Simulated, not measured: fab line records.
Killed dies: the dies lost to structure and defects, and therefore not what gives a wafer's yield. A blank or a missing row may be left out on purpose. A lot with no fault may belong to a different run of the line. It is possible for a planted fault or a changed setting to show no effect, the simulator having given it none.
fab line records    flow sky130    part 2 of 2: steps 27 to 34 of 34
[record] lots = 5  wafers = 15  last-day = 50
route steps=708 shown CONTACT@407 METAL1@434
lots untouched by any fault: they come from a run of this same line in which no faults occurred
start-h: hours from the record's opening day to when the first of the lot's shown wafers began    wait-h: how many hours have passed since the lot's step before this one    " as in the row above    L1.1+2: a single row standing in for several wafers    - either no value or no given start    * or withheld: withheld    < > ~ a bound
route shown NAME@n: a module of which the file shows steps, and the number in the route of the first    usual: average and standard deviation across the fault-free wafers    same: alike in all rows    chamber/n: place in a boat    sites: readings site by site    _std_site: standard deviation across them    _edge_site: outer sites' mean less inner sites'    radius-mm: for every site, how far away it sits from the centre of the wafer    mask NAME#n: copy n    behind: tool/chamber where the wafer was last shaped    hold: why the lot was held/for how many hours/how that ended    device: the transistor (n, p or np) that didn't switch    end of line: the same wafers' tests at the end of the route    a step with no rows: only its recipe    killed: count of dies lost to structure and defects at first sort (not the wafer's yield)    map: a wafer's dies, marking killed ones x, the rest . and places with no die _
set.NAME: the setting as run; set.NAME@STEP: as run at that earlier step    model.NAME: the simulator's own value behind a step, which no gauge read
lots at some steps of the route; a table a step, a row a wafer
services: when a tool's chamber went out of use (start-h, in hours from the record's first day, below 0 if earlier), for how many hours, and the reason
[[steps]]
[step SKY_CONTACT_CMP_27]
[recipe] stop-on = SiO2  t-overpolish-s = 15  down-force-psi = 3.5  platen-rpm = 60  target-thk-nm = 0  pad-velocity-m-s = 0.94248
[usual] edge-zone-pressure-frac = 0.999/0.0055  motor-current-A = 11.8/0.8  overpolish-run-s = 15.000/0.0085  platen-rpm = 60.01/0.042  time-to-endpoint-s = 81/4.4
lot.wafer  tool    chamber  start-h  wait-h  edge-zone-pressure-frac  motor-current-A  overpolish-run-s  platen-rpm  time-to-endpoint-s
L080.1     cmp-01  2        792.62   0.1     0.997                    12.8             15.015            59.96       82
L080.5     "       1        "        "       1.008                    11.6             14.997            59.97       82
L080.6     "       2        "        "       0.999                    12.0             15.006            60.02       78
L086.1     cmp-02  3        838.76   0.1     0.997                    12.2             15.004            60.04       77
L086.3     "       1        "        "       0.994                    10.0             15.014            59.98       83
L086.2     "       2        "        "       1.010                    11.8             14.997            60.00       83
L090.4     cmp-01  0        857.64   0.0     1.010                    11.8             14.996            60.02       74
L090.1     "       3        "        "       0.995                    12.4             15.023            59.97       84
L090.5     "       1        "        "       1.001                    11.8             14.998            60.03       81
L095.2     cmp-02  1        896.99   0.2     1.005                    9.9              14.988            60.04       80
L095.5     "       2        "        "       1.003                    11.6             15.018            60.03       82
L095.6     "       3        "        "       0.985                    12.8             15.005            59.99       77
L096.1     cmp-01  0        905.19   0.1     0.995                    12.2             15.000            59.94       72
L096.5     "       0        "        "       0.993                    11.6             14.996            60.05       77
L096.6     "       1        "        "       0.993                    11.6             15.005            60.02       78
[step SKY_METAL1_SPUTTER_00]
[recipe] material = Ti  target-thk-nm = 15  power-w = 3000  time-s = 10  chamber-pressure-pa = 0.4
[usual] throttle-valve-pct = 30.0/1.3
lot.wafer  tool            chamber  start-h  wait-h  throttle-valve-pct
L080.1     pvd-sputter-03  -        792.87   0.2     30.8
L080.5     "               -        "        "       29.8
L080.6     "               -        "        "       31.6
L086.1     pvd-sputter-03  -        839.06   0.2     31.0
L086.2     "               -        "        "       31.6
L086.3     "               -        "        "       29.9
L090.1     pvd-sputter-02  -        857.94   0.1     30.2
L090.4     "               -        "        "       31.1
L090.5     "               -        "        "       30.2
L095.2     pvd-sputter-04  -        897.14   0.1     31.2
L095.5     "               -        "        "       31.4
L095.6     "               -        "        "       28.9
L096.1     pvd-sputter-04  -        905.49   0.2     31.5
L096.5     "               -        "        "       28.3
L096.6     "               -        "        "       31.6
[step SKY_METAL1_SPUTTER_01]
[recipe] material = TiN  target-thk-nm = 20  power-w = 6500  time-s = 16.7  chamber-pressure-pa = 0.4
[usual] throttle-valve-pct = 30.0/1.3
lot.wafer  tool            chamber  start-h  wait-h  throttle-valve-pct
L080.1     pvd-sputter-03  -        792.89   0.0     30.6
L080.5     "               -        "        "       29.8
L080.6     "               -        "        "       31.7
L086.1     pvd-sputter-03  -        839.09   0.0     30.9
L086.2     "               -        "        "       31.4
L086.3     "               -        "        "       29.9
L090.1     pvd-sputter-02  -        857.96   0.0     30.3
L090.4     "               -        "        "       31.1
L090.5     "               -        "        "       30.0
L095.2     pvd-sputter-04  -        897.17   0.0     31.3
L095.5     "               -        "        "       31.5
L095.6     "               -        "        "       28.6
L096.1     pvd-sputter-04  -        905.51   0.0     31.1
L096.5     "               -        "        "       28.5
L096.6     "               -        "        "       31.5
[step SKY_METAL1_SPUTTER_02]
[recipe] material = AlCu  target-thk-nm = 250  power-w = 10600  time-s = 13.3  chamber-pressure-pa = 0.4
[usual] throttle-valve-pct = 30.0/1.3
lot.wafer  tool            chamber  start-h  wait-h  throttle-valve-pct
L080.1     pvd-sputter-03  -        792.92   0.0     30.7
L080.5     "               -        "        "       30.1
L080.6     "               -        "        "       31.9
L086.1     pvd-sputter-03  -        839.11   0.0     30.9
L086.2     "               -        "        "       31.5
L086.3     "               -        "        "       29.8
L090.1     pvd-sputter-02  -        857.99   0.0     30.3
L090.4     "               -        "        "       31.1
L090.5     "               -        "        "       30.1
L095.2     pvd-sputter-04  -        897.19   0.0     31.3
L095.5     "               -        "        "       31.3
L095.6     "               -        "        "       28.7
L096.1     pvd-sputter-04  -        905.54   0.0     31.5
L096.5     "               -        "        "       28.6
L096.6     "               -        "        "       31.5
[step SKY_METAL1_SPUTTER_03]
[recipe] material = Ti  target-thk-nm = 5  power-w = 3000  time-s = 3.3  chamber-pressure-pa = 0.4
[usual] throttle-valve-pct = 30.0/1.3
lot.wafer  tool            chamber  start-h  wait-h  throttle-valve-pct
L080.1     pvd-sputter-03  -        792.94   0.0     30.7
L080.5     "               -        "        "       30.1
L080.6     "               -        "        "       31.5
L086.1     pvd-sputter-03  -        839.14   0.0     30.6
L086.2     "               -        "        "       31.4
L086.3     "               -        "        "       30.0
L090.1     pvd-sputter-02  -        858.01   0.0     30.2
L090.4     "               -        "        "       30.8
L090.5     "               -        "        "       30.2
L095.2     pvd-sputter-04  -        897.22   0.0     31.3
L095.5     "               -        "        "       31.5
L095.6     "               -        "        "       28.5
L096.1     pvd-sputter-04  -        905.56   0.0     31.7
L096.5     "               -        "        "       28.4
L096.6     "               -        "        "       31.0
[step SKY_METAL1_SPUTTER_04]
[recipe] material = TiN  target-thk-nm = 70  power-w = 6500  time-s = 58.3  chamber-pressure-pa = 0.4
[usual] throttle-valve-pct = 30.0/1.3
lot.wafer  tool            chamber  start-h  wait-h  throttle-valve-pct
L080.1     pvd-sputter-03  -        792.96   0.0     30.8
L080.5     "               -        "        "       30.1
L080.6     "               -        "        "       31.7
L086.1     pvd-sputter-03  -        839.15   0.0     30.6
L086.2     "               -        "        "       31.5
L086.3     "               -        "        "       30.1
L090.1     pvd-sputter-02  -        858.03   0.0     30.3
L090.4     "               -        "        "       31.0
L090.5     "               -        "        "       30.1
L095.2     pvd-sputter-04  -        897.23   0.0     31.5
L095.5     "               -        "        "       31.3
L095.6     "               -        "        "       28.8
L096.1     pvd-sputter-04  -        905.58   0.0     31.1
L096.5     "               -        "        "       28.2
L096.6     "               -        "        "       31.5
[step SKY_METAL1_RS_MEAS_05]
[recipe] thk-meas-gauge = four-point-probe  reads = TiN_of_METAL1_SPUTTER_04+Ti_of_METAL1_SPUTTER_03+AlCu_of_METAL1_SPUTTER_02+TiN_of_METAL1_SPUTTER_01+Ti_of_METAL1_SPUTTER_00
[usual] METAL1_ALCU_RS = 0.1263/0.0013
lot.wafer  tool           chamber  start-h  wait-h  METAL1_ALCU_RS[ohm/sq]
L080.1     film-metro-02  -        793.01   0.0     0.1261
L080.5     "              -        "        "       0.1262
L080.6     "              -        "        "       0.1268
L086.1     film-metro-02  -        839.20   0.0     0.1248
L086.2     "              -        "        "       0.1248
L086.3     "              -        "        "       0.1244
L090.1     film-metro-04  -        858.08   0.0     0.1273
L090.4     "              -        "        "       0.1268
L090.5     "              -        "        "       0.1262
L095.2     film-metro-04  -        897.30   0.0     0.1270
L095.5     "              -        "        "       0.1284
L095.6     "              -        "        "       0.1260
L096.1     film-metro-02  -        905.63   0.0     0.1278
L096.5     "              -        "        "       0.1269
L096.6     "              -        "        "       0.1274
[step SKY_METAL1_THK_MEAS_06]
[recipe] thk-meas-gauge = xrf  reads = AlCu_of_METAL1_SPUTTER_02
[usual] METAL1_ALCU_THK = 255.1/2.6
lot.wafer  tool           chamber  start-h  wait-h  METAL1_ALCU_THK[nm]
L080.1     film-metro-02  -        793.13   0.1     257.4
L080.5     "              -        "        "       256.0
L080.6     "              -        "        "       254.1
L086.1     film-metro-02  -        839.32   0.1     259.2
L086.2     "              -        "        "       262.6
L086.3     "              -        "        "       258.8
L090.1     film-metro-04  -        858.20   0.1     252.2
L090.4     "              -        "        "       254.5
L090.5     "              -        "        "       255.8
L095.2     film-metro-04  -        897.41   0.1     253.0
L095.5     "              -        "        "       251.5
L095.6     "              -        "        "       253.7
L096.1     film-metro-02  -        905.75   0.1     253.6
L096.5     "              -        "        "       254.2
L096.6     "              -        "        "       253.6
[[services]]
tool             chamber  start-h  hours  kind
cmp-02           -        744.19   4.0    pm
krf-scanner-02   -        745.92   1.3    pm
krf-scanner-02   -        751.47   1.4    repair
wet-bench-04     -        760.33   1.9    pm
plasma-asher-01  -        768.38   1.8    repair
krf-scanner-02   -        784.44   1.0    pm
rie-diel-03      2        803.68   7.2    repair
rie-diel-04      0        815.97   15.1   repair
krf-scanner-02   -        818.14   0.8    pm
rie-diel-03      2        818.76   19.9   repair
hdpcvd-01        2        821.97   16.0   repair
rie-diel-04      -        822.53   2.8    repair
krf-scanner-02   -        826.40   4.0    pm
cmp-02           -        826.83   1.9    repair
pvd-sputter-03   -        830.58   4.7    repair
plasma-asher-01  -        833.81   2.8    pm
hdpcvd-01        0        843.79   5.3    repair
rie-diel-04      3        844.48   1.9    repair
cmp-02           -        856.16   11.8   repair
wet-bench-03     -        859.85   2.3    repair
hdpcvd-01        -        865.72   1.6    repair
cmp-02           -        867.97   5.5    pm
pvd-sputter-02   -        883.96   8.4    repair
pvd-sputter-03   -        889.65   2.6    repair
